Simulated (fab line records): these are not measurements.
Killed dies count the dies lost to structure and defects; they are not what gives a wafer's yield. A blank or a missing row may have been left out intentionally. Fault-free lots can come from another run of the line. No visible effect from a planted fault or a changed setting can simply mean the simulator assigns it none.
Chamber matching :: flow gf180mcu :: GF_V2_ETCH_16 on rie diel-02: 4 sister chambers
The step etches BARC in N2/H2. 4 wafers are shown with their chamber, then 7 later ones without.

== WAFERS PAIRED WITH THEIR CHAMBERS ==
wafer: L177.5
chamber: 1
drypump motor current A (A): 5.7

wafer: L184.3
chamber: 0
drypump motor current A (A): 6.0

wafer: L184.6
chamber: 3
drypump motor current A (A): 6.0

wafer: L188.5
chamber: 2
drypump motor current A (A): 6.0

== WAFERS WITH NO CHAMBER GIVEN ==
wafer: L188.6
drypump motor current A (A): 6.0

wafer: L190.1
drypump motor current A (A): 5.9

wafer: L190.3
drypump motor current A (A): 6.0

wafer: L190.4
drypump motor current A (A): 5.9

wafer: L192.1
drypump motor current A (A): 6.0

wafer: L192.4
drypump motor current A (A): 6.0

wafer: L192.6
drypump motor current A (A): 6.0

== CHAMBER TAKEN BY EACH ==
wafer: L188.6
from the rows above: can't be placed: 0 or 2 or 3
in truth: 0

wafer: L190.1
from the rows above: can't be placed: 0 or 2 or 3 or 1
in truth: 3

wafer: L190.3
from the rows above: can't be placed: 0 or 2 or 3
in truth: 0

wafer: L190.4
from the rows above: can't be placed: 0 or 2 or 3 or 1
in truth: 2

wafer: L192.1
from the rows above: can't be placed: 0 or 2 or 3
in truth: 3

wafer: L192.4
from the rows above: can't be placed: 0 or 2 or 3
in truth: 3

wafer: L192.6
from the rows above: can't be placed: 0 or 2 or 3
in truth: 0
Placed correctly: 0 of 7. Cannot be placed on the basis of these rows: 7; the candidates contain the true chamber in 7. Number placed wrongly: 0.
How it was worked out, from the rows above alone: a wafer's distance from a chamber is the root of the sum, over the readings, of the square of ((its reading less the chamber's mean) divided by the reading's scatter). If the next closest chamber is less than 2 further off than the closest, the wafer can't be placed; otherwise it belongs to the closest. Each chamber's mean is taken over the wafers shown for it. The scatter (one wafer shown for each chamber): square how far every hidden wafer sits from the nearest shown wafer, average those squares and take the square root.
